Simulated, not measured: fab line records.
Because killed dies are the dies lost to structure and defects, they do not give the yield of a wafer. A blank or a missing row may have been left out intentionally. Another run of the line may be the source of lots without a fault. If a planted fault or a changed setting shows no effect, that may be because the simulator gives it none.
A lot that was struck, set against a sound lot -- flow gf180mcu -- 20 steps out of a route of 602
Sound: the wafers L498.1, L498.2, L498.3. Struck: wafers L497.3, L497.4. (L497.1 of the same lot was not struck and is left out.) The cause comes at the end.
At each step with rows: each side's tool, then ch and its chambers, then its first start. Under that, the readings that differ: sound wafers -- struck wafers -- difference of the means -- sigmas: that difference in standard deviations of wafers without a fault.
alike: readings whose means differ by less than 2 such deviations, and words and numbers that are the same on both sides. not compared: withheld readings, readings that some wafer has no value for, bounds like >300 that may hide the same value, and numbers for which the record gives no deviation and whose values overlap.
The two part at a step that has a row with sigmas, a row that says differs or no value, or rows on one side only. Non-overlapping numbers with no deviation appear without sigmas and do not part them. Lack of a reading on every wafer of one side parts them only where that side has two or more wafers.

first, 1 step without rows for these wafers: GF_DUAL_GATE_WET_ETCH_12 (etches SiO2 in dHF, target depth 13 nm, time 260 s).
GF_DUAL_GATE_STRIP_13: strips in O2/N2.
  sound on plasma asher-01 ch 0,1, day 12 10:36; struck on plasma asher-04 ch 0,1, day 12 03:07
  alike: drypump motor current A, heater power w, oes product au, strip time to endpoint s
  not compared: rf hours counter h
then, 3 steps without rows for these wafers: GF_DUAL_GATE_CLEAN_14 (cleans in SC1/SC2, time 150 s); GF_DUAL_GATE_OXIDATION_15 (stabilise 600 s, purge 300 s, target thk 7.098 nm); GF_POLY_GATE_CVD_00 (deposits poly-Si, target thk 200 nm, time 1200 s).
GF_POLY_GATE_THK_MEAS_01:
  sound: film metro-03 at day 12 13:38; struck: film metro-03 at day 12 06:39
  alike: POLY_GATE_CVD_00_THK
then, 6 steps without rows for these wafers: GF_POLY_GATE_DEHYDRATE_02 (time 60 s); GF_POLY_GATE_HMDS_03 (prime time 60 s); GF_POLY_GATE_COAT_04; GF_POLY_GATE_COAT_05 (resist thk 700 nm); GF_POLY_GATE_SOFTBAKE_06 (time 60 s); GF_POLY_GATE_EXPOSE_07 (exposes mask Poly2, target cd 280 nm).
GF_POLY_GATE_PEB_08: peb time 90 s.
  sound on litho track-02 ch 0, day 13 09:06; struck on litho track-04 ch 0, day 13 02:13
reading,sound,struck,difference,sigmas
heater power total W (W),85.66 85.61 85.70,92.38 92.48,+6.77,+81
then, 1 step without rows for these wafers: GF_POLY_GATE_DEVELOP_09 (develop time 60 s).
GF_POLY_GATE_CD_MEAS_10 targets a cd of 280 nm.
  sound: cd sem-02 at day 13 09:27; struck: cd sem-02 at day 13 02:34
reading,sound,struck,difference,sigmas
cd nm (nm),279.9 280.1 281.3,286.0 287.5,+6.3,+5
GF_POLY_GATE_OVL_MEAS_11:
  sound: overlay-02 at day 13 09:34; struck: overlay-02 at day 13 02:41
  alike: POLY_GATE_OVL
GF_POLY_GATE_ETCH_12: etches BARC in N2/H2.
  sound on rie diel-01 ch 0,1,2, day 13 09:36; struck on rie diel-03 ch 1,3, day 13 02:43
reading,sound,struck,difference,sigmas
model.POLY_GATE.cd nm (nm),280.2 280.8 280.3,287.2 286.6,+6.5,
  alike: drypump motor current A, oes product au, throttle valve pct
GF_POLY_GATE_ETCH_13: etches poly-Si in HBr/Cl2, stops on SiO2, target depth 198.5 nm, time 69.6 s.
  sound on rie si-02 ch 0,1,3, day 13 09:39; struck on rie si-02 ch 0,2, day 13 02:46
reading,sound,struck,difference,sigmas
model.POLY_GATE.cd nm (nm),281.4 279.5 280.7,287.9 289,+7.9,
  alike: drypump motor current A, mfc cl2 sccm, oes product au, throttle valve pct
  not compared: rf hours counter h
GF_POLY_GATE_STRIP_14: strips in O2/N2.
  sound on plasma asher-02 ch 0,1, day 13 09:43; struck on plasma asher-04 ch 0,1, day 13 02:50
  alike: drypump motor current A, heater power w, oes product au
  not compared: rf hours counter h
following that, these wafers have no rows for 1 step: GF_PASSIVATION_PROBE_99.

## WHERE THEY PART
At GF_POLY_GATE_PEB_08 first; at GF_POLY_GATE_CD_MEAS_10 last (within this record only). Later steps at which nothing parts them and some readings are alike: GF_POLY_GATE_OVL_MEAS_11, GF_POLY_GATE_ETCH_12, GF_POLY_GATE_ETCH_13, GF_POLY_GATE_STRIP_14.

WHY: what the simulator had put in
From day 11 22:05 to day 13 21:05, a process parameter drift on litho track-04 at GF_POLY_GATE_PEB_08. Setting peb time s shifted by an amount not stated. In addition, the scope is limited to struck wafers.
